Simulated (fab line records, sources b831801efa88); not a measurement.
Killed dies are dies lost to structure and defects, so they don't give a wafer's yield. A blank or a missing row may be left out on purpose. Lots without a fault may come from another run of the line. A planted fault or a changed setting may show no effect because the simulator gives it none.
fab line records | flow sky130
record lots=5 wafers=15 last_day=50
route steps=708 shown METAL5@677 PASSIVATION@681 PAD_OPEN@708
lots that met no fault: from a run of the same line without faults
start_h: hours from the record's first day to the start of the lot's first wafer shown | wait_h: hours since the lot's step before | " the same as in the row above | L1.1+2: a row that stands for several wafers | - no value, or no start given | * or withheld: withheld | < > ~ a bound
route shown NAME@n: a module of which the file shows steps, and the number in the route of the first | usual: mean/standard deviation of fault-free wafers | same: alike in all rows | chamber/n: place in a boat | sites: the reading at each site | _std_site: their standard deviation | _edge_site: outer sites' mean less inner sites' | radius_mm: how far each site lies from the wafer's centre | mask NAME#n: copy n | behind: the tool/chamber that last shaped the wafer | hold: why the lot was held/for how many hours/how that ended | device: the transistor (n, p or np) that didn't switch | end of line: the same wafers' tests at the end of the route | a step without rows: its recipe alone | killed: dies lost to structure and defects at the first sort, not the wafer's yield | map: a wafer's dies, x killed, . not, _ none there
set.NAME: the setting as run; set.NAME@STEP: as run at that earlier step | model.NAME: the simulator's own value behind a step, which no gauge read
lots at some steps of the route; a table a step, a row a wafer
services: from which hour (start_h, from the record's first day; less than 0 if before it) a tool's chamber was out of use, for how many hours, and why
## steps
# step SKY_METAL5_STRIP_16
# recipe chemistry=O2/N2 power_w=1400 pressure_mtorr=1500 platen_temp_c=withheld o2_flow_sccm=3000 n2_flow_sccm=300 overash_fraction=0.5
# usual drypump_motor_current_A=6.1/0.38 oes_product_au=0.710/0.0046 strip_time_to_endpoint_s=13.08/0.12
# columns lot.wafer tool chamber start_h wait_h drypump_motor_current_A oes_product_au rf_hours_counter_h strip_time_to_endpoint_s
L453.2 plasma_asher-03 0 1043.35 0.2 6.3 0.716 119 12.98
L453.4 " 0 " " 6.3 0.721 - 13.14
L453.5 " 1 " " 6.5 0.717 - 12.97
L454.1 plasma_asher-03 0 1051.00 0.2 6.3 0.716 120 12.98
L454.4 " 0 " " 6.3 0.715 - 12.97
L454.5 " 0 " " 6.3 0.709 - 12.92
L463.1 plasma_asher-02 0 1102.45 0.2 5.7 0.713 72 13.05
L463.2 " 1 " " 6.1 0.711 72 13.06
L463.6 " 0 " " 5.7 0.714 - 13.19
L472.1 plasma_asher-04 0 1146.65 0.2 6.3 0.715 35 13.07
L472.2 " 1 " " 5.2 0.712 35 13.22
L472.6 " 0 " " 6.3 0.708 - 13.04
L476.1 plasma_asher-03 1 1166.38 0.2 6.5 0.710 11 13.14
L476.5 " 0 " " 6.3 0.703 - 13.09
L476.6 " 1 " " 6.5 0.709 - 13.17
# step SKY_METAL5_STRIP_17
# recipe chemistry=post_etch_residue_remover time_s=1200 temp_c=72.5
# step SKY_METAL5_CLEAN_18
# recipe chemistry=IPA time_s=180 temp_c=25
# step SKY_METAL5_CLEAN_19
# recipe chemistry=O3/DIW dry=n2_spin
# step SKY_PASSIVATION_CVD_00
# recipe material=SiO2 target_thk_nm=90 temp_c=400 time_s=withheld rf_w=600
# usual heater_power_w=637/80
# columns lot.wafer tool chamber start_h wait_h heater_power_w
L453.2 pecvd-02 1 1043.94 0.0 609
L453.4 " 2 " " 616
L453.5 " 0 " " 504
L454.1 pecvd-02 1 1051.59 0.0 592
L454.4 " 0 " " 536
L454.5 " 1 " " 607
L463.1 pecvd-04 1 1103.08 0.0 823
L463.2 " 0 " " 545
L463.6 " 0 " " 548
L472.1 pecvd-02 0 1147.24 0.0 585
L472.2 " 1 " " 617
L472.6 " 2 " " 523
L476.1 pecvd-01 2 1166.97 0.0 646
L476.5 " 2 " " 669
L476.6 " 1 " " 704
# step SKY_PASSIVATION_THK_MEAS_01
# recipe reads=SiO2_of_PASSIVATION_CVD_00
# usual PASSIVATION_CVD_00_THK=90.2/1.4
# columns lot.wafer tool chamber start_h wait_h PASSIVATION_CVD_00_THK[nm]
L453.2 film_metro-04 - 1043.97 - 88.0
L453.4 " - " " 91.2
L453.5 " - " " 91.5
L454.1 film_metro-04 - 1051.61 - 89.0
L454.4 " - " " 92.7
L454.5 " - " " 90.7
L463.1 film_metro-02 - 1103.10 - 88.4
L463.2 " - " " 89.3
L463.6 " - " " 90.9
L472.1 film_metro-02 - 1147.26 - 90.2
L472.2 " - " " 88.6
L472.6 " - " " 91.9
L476.1 film_metro-04 - 1166.99 - 87.8
L476.5 " - " " 88.9
L476.6 " - " " 91.2
# step SKY_PASSIVATION_CVD_02
# recipe material=Si3N4 target_thk_nm=540 temp_c=400 time_s=withheld rf_w=450
# usual heater_power_w=717/89
# columns lot.wafer tool chamber start_h wait_h heater_power_w
L453.2 pecvd-04 1 1044.02 0.0 768
L453.4 " 1 " " 773
L453.5 " 2 " " 800
L454.1 pecvd-01 1 1051.67 0.1 810
L454.4 " 1 " " 835
L454.5 " 0 " " 811
L463.1 pecvd-02 1 1103.16 0.1 655
L463.2 " 2 " " 618
L463.6 " 2 " " 679
L472.1 pecvd-01 1 1147.32 0.1 818
L472.2 " 2 " " 635
L472.6 " 1 " " 810
L476.1 pecvd-04 0 1167.05 0.1 700
L476.5 " 0 " " 581
L476.6 " 2 " " 702
# step SKY_PASSIVATION_THK_MEAS_03
# recipe reads=Si3N4_of_PASSIVATION_CVD_02
# usual PASSIVATION_CVD_02_THK=537/7.8
# columns lot.wafer tool chamber start_h wait_h PASSIVATION_CVD_02_THK[nm]
L453.2 film_metro-01 - 1044.25 - 524
L453.4 " - " " 528
L453.5 " - " " 548
L454.1 film_metro-01 - 1051.89 - 541
L454.4 " - " " 549
L454.5 " - " " 544
L463.1 film_metro-02 - 1103.50 - 531
L463.2 " - " " 528
L463.6 " - " " 537
L472.1 film_metro-02 - 1147.55 - 534
L472.2 " - " " 537
L472.6 " - " " 548
L476.1 film_metro-04 - 1167.28 - 528
L476.5 " - " " 534
L476.6 " - " " 547
# step SKY_PASSIVATION_DEHYDRATE_04
# recipe temp_c=200 time_s=60
# step SKY_PASSIVATION_HMDS_05
# recipe prime_time_s=60 prime_temp_c=120
# step SKY_PASSIVATION_COAT_06
# recipe spin_rpm=2000 resist_thk_nm=3000
# step SKY_PASSIVATION_SOFTBAKE_07
# recipe temp_c=110 time_s=withheld
# step SKY_PASSIVATION_EXPOSE_08
# recipe mask_id=NSM target_cd_nm=3000 na=0.57 dose_mj=260
# columns lot.wafer tool chamber start_h wait_h mask
L453.2+4+5 iline_stepper-02 0 1056.15 - NSM#0
L454.1+4+5 iline_stepper-02 0 1062.31 - NSM#0
L463.1+2+6 iline_stepper-01 0 1113.69 - NSM#0
L472.1+2+6 iline_stepper-02 0 1156.52 - NSM#0
L476.1+5+6 iline_stepper-02 0 1175.56 - NSM#0
# step SKY_PASSIVATION_PEB_09
# recipe temp_c=115 time_s=withheld
# step SKY_PASSIVATION_DEVELOP_10
# recipe develop_time_s=60 dev_temp_c=23
# step SKY_PASSIVATION_ETCH_11
# recipe chemistry=CF4/O2 target_depth_nm=725 stop_on=AlCu source_w=800 bias_w=150 pressure_mtorr=150 cf4_flow_sccm=80 O2_flow_sccm=10 time_s=161.1
# usual drypump_motor_current_A=5.4/0.32 oes_product_au=0.975/0.0077 throttle_valve_pct=5.964/0.0095
# columns lot.wafer tool chamber start_h wait_h drypump_motor_current_A oes_product_au rf_hours_counter_h throttle_valve_pct model.PASSIVATION.cd_nm
L453.2 rie_diel-03 1 1066.21 - 5.4 0.966 25 5.952 2997
L453.4 " 2 " " 5.0 0.978 2 5.974 3001
L453.5 " 1 " " 5.4 0.985 - 5.948 2999
L454.1 rie_diel-03 2 1073.66 - 5.0 0.972 2 5.968 2990
L454.4 " 3 " " 6.1 0.975 7 5.966 3000
L454.5 " 1 " " 5.4 0.974 - 5.987 2985
L463.1 rie_diel-02 3 1123.74 - 5.7 0.980 23 5.972 3072
L463.2 " 1 " " 5.6 0.958 19 5.940 3055
L463.6 " 1 " " 5.6 0.972 - 5.967 2991
L472.1 rie_diel-04 0 1165.66 - 5.3 0.971 31 5.962 2996
L472.2 " 2 " " 5.8 0.977 20 5.970 3000
L472.6 " 1 " " 5.2 0.985 - 5.951 2991
L476.1 rie_diel-03 1 1183.39 - 5.4 0.961 1 5.950 2983
L476.5 " 3 " " 6.1 0.970 - 5.960 3000
L476.6 " 2 " " 5.0 0.988 - 5.979 2991
# step SKY_PASSIVATION_STRIP_12
# recipe chemistry=O2/N2 power_w=1400 pressure_mtorr=1500 platen_temp_c=withheld overash_fraction=0.7 o2_flow_sccm=3000 n2_flow_sccm=300
# usual drypump_motor_current_A=6.0/0.4 oes_product_au=0.661/0.0048 strip_time_to_endpoint_s=31.54/0.13
# columns lot.wafer tool chamber start_h wait_h drypump_motor_current_A oes_product_au rf_hours_counter_h strip_time_to_endpoint_s
L453.2 plasma_asher-02 0 1066.31 0.1 5.7 0.661 68 31.48
L453.4 " 0 " " 5.7 0.659 - 31.16
L453.5 " 1 " " 6.1 0.664 - 31.28
L454.1 plasma_asher-03 0 1073.76 0.1 6.3 0.665 1 31.41
L454.4 " 0 " " 6.3 0.663 - 31.64
L454.5 " 1 " " 6.5 0.662 - 31.66
L463.1 plasma_asher-03 0 1123.85 0.1 6.3 0.659 6 31.41
L463.2 " 1 " " 6.5 0.664 6 31.38
L463.6 " 1 " " 6.5 0.659 - 31.38
L472.1 plasma_asher-02 1 1165.77 0.1 6.1 0.653 78 31.62
L472.2 " 0 " " 5.7 0.665 78 31.64
L472.6 " 0 " " 5.7 0.660 - 31.55
L476.1 plasma_asher-01 1 1183.50 0.1 5.7 0.657 108 31.60
L476.5 " 0 " " 5.2 0.659 - 31.72
L476.6 " 1 " " 5.7 0.657 - 31.63
# step SKY_PAD_OPEN_PROBE_99
# usual defect_limited_yield=82.4/2 killed_at_M0_to_M3=43/6.7 killed_at_M4_up=3.2/2.1 killed_at_contacts=25/5.9 killed_at_front_end=16/4.7 killed_at_other=0.3/0.54 killed_dies=87/9.8 killed_open=47/6.7 killed_short=40/6.5 sort_bin_3_pad_short=0.9/0.45 sort_bin_5_function=10.5/1.5 sort_bin_6_memory=6.2/1.2 sort_n_pass=405/9.8 sort_yield_pct=82.4/2
# same gross_dies=492 killed_at_back_side=0 sort_bin_4_leakage[%]=0 sort_bin_8_speed[%]=0
# columns lot.wafer tool chamber start_h wait_h defect_limited_yield[%] killed_at_M0_to_M3 killed_at_M4_up killed_at_contacts killed_at_front_end killed_at_other killed_dies killed_open killed_short sort_bin_3_pad_short[%] sort_bin_5_function[%] sort_bin_6_memory[%] sort_n_pass sort_yield_pct[%]
L453.2 prober-02 - 1089.31 0.1 83.7 48 5 19 8 0 80 50 30 0.8 11.2 4.3 412 83.7
L453.4 prober-02 - 1089.41 0.2 84.8 41 1 18 13 2 75 41 34 0.4 9.6 5.3 417 84.8
L453.5 prober-02 - 1089.46 0.2 80.3 51 2 29 14 1 97 50 47 1.4 11.2 7.1 395 80.3
L463.1 prober-02 - 1145.13 0.1 82.7 42 3 24 16 0 85 42 42 0.6 10.6 6.1 407 82.7
L463.2 prober-02 - 1145.18 0.1 84.1 42 1 17 18 0 78 48 30 0.8 9.1 5.9 414 84.1
L463.6 prober-02 - 1145.38 0.2 80.3 42 5 29 21 0 97 50 46 2.0 8.3 9.3 395 80.3
L472.1 prober-01 - 1184.74 0.1 81.3 36 7 35 14 0 92 51 41 1.8 11.2 5.7 400 81.3
L472.2 prober-01 - 1184.79 0.1 82.5 44 0 26 16 0 86 51 35 0.8 8.5 8.1 406 82.5
L472.6 prober-01 - 1184.99 0.2 78.5 46 5 34 21 0 106 63 43 1.2 13.0 7.3 386 78.5
# killed by level:class
L453.2 VIA1:geometric_particle:open=13 VIA2:geometric_particle:open=9 CONTACT:geometric_particle:open=9 VIA3:geometric_particle:open=6 LI_CONTACT:geometric_particle:short=4 METAL3:geometric_particle:short=4 METAL1:geometric_particle:open=4 VIA2:geometric_particle:short=4
L453.4 METAL1:geometric_particle:short=9 CONTACT:geometric_particle:open=7 VIA1:geometric_particle:open=6 LI_CONTACT:geometric_particle:open=6 VIA3:geometric_particle:open=5 FIELD_ISO:geometric_particle:short=4 POLY_GATE:geometric_particle:open=4 VIA2:geometric_particle:short=4
L453.5 CONTACT:geometric_particle:open=11 VIA2:geometric_particle:open=10 METAL2:geometric_particle:short=8 LI_CONTACT:geometric_particle:open=6 CONTACT:geometric_particle:short=6 METAL1:geometric_particle:open=6 VIA1:geometric_particle:open=5 METAL3:geometric_particle:short=5
L463.1 CONTACT:geometric_particle:open=9 VIA2:geometric_particle:open=9 CONTACT:geometric_particle:short=7 METAL2:geometric_particle:short=7 VIA1:geometric_particle:short=6 VIA3:geometric_particle:open=6 POLY_GATE:geometric_particle:short=5 LI_CONTACT:geometric_particle:open=5
L463.2 VIA1:geometric_particle:open=10 VIA2:geometric_particle:open=8 VIA1:geometric_particle:short=7 FIELD_ISO:geometric_particle:open=6 VIA3:geometric_particle:open=6 FIELD_ISO:geometric_particle:short=5 LI_CONTACT:geometric_particle:open=5 CONTACT:geometric_particle:open=5
L463.6 VIA1:geometric_particle:open=15 METAL2:geometric_particle:short=9 CONTACT:geometric_particle:open=8 VIA2:geometric_particle:open=7 FIELD_ISO:geometric_particle:short=6 LI_CONTACT:geometric_particle:open=6 CONTACT:geometric_particle:short=6 LOCAL_INTERCONNECT:geometric_particle:short=5
L472.1 CONTACT:geometric_particle:open=10 LI_CONTACT:geometric_particle:open=9 LOCAL_INTERCONNECT:geometric_particle:short=9 VIA1:geometric_particle:open=8 VIA2:geometric_particle:open=7 METAL4:geometric_particle:short=7 FIELD_ISO:geometric_particle:short=5 VIA3:geometric_particle:open=5
L472.2 LI_CONTACT:geometric_particle:open=13 VIA3:geometric_particle:open=9 VIA1:geometric_particle:open=8 VIA2:geometric_particle:open=7 FIELD_ISO:geometric_particle:short=6 VIA1:geometric_particle:short=6 CONTACT:geometric_particle:open=6 FIELD_ISO:geometric_particle:open=5
L472.6 VIA2:geometric_particle:open=13 LI_CONTACT:geometric_particle:open=11 CONTACT:geometric_particle:open=11 POLY_GATE:geometric_particle:short=9 CONTACT:geometric_particle:short=9 VIA3:geometric_particle:open=6 METAL1:geometric_particle:open=5 VIA1:geometric_particle:open=5
## services
# columns tool chamber start_h hours kind
rie_diel-02 - 1019.92 0.9 repair
rie_diel-03 - 1024.52 27.2 repair
rie_diel-04 1 1025.02 13.8 repair
rie_diel-03 - 1051.73 2.8 pm
pecvd-01 - 1053.28 0.5 repair
iline_stepper-01 - 1055.12 2.2 repair
plasma_asher-03 - 1055.25 9.0 pm
plasma_asher-03 0 1055.25 9.0 vent_cycle
plasma_asher-03 1 1055.25 9.0 vent_cycle
plasma_asher-03 0 1064.25 - clean
iline_stepper-02 - 1070.10 1.7 pm
rie_diel-04 0 1070.29 1.3 repair
plasma_asher-04 - 1082.61 2.8 pm
pecvd-02 0 1091.03 12.1 repair
iline_stepper-01 - 1092.07 4.4 pm
plasma_asher-02 - 1102.77 4.1 repair
plasma_asher-02 - 1110.62 1.0 repair
plasma_asher-04 - 1120.33 13.0 repair
pecvd-04 - 1127.75 6.0 pm
rie_diel-04 1 1142.32 9.8 repair
plasma_asher-01 - 1153.95 14.6 pm
iline_stepper-02 - 1160.30 4.6 repair
pecvd-02 0 1176.82 3.7 repair
plasma_asher-02 - 1178.94 13.3 repair
## key
first_sign none at tools or gauges
model_effect step=SKY_PASSIVATION_ETCH_11 value=PASSIVATION.cd_nm without=2998 struck=3064
met_at SKY_PASSIVATION_EXPOSE_08
struck_wafers L463.1,L463.2
fault kind=process_parameter_drift tool=iline_stepper-01 chamber=- onset_h=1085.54 steps=SKY_PASSIVATION_EXPOSE_08 channel=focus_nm offset=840 shape=step end_h=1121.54 scope=struck_wafers_only
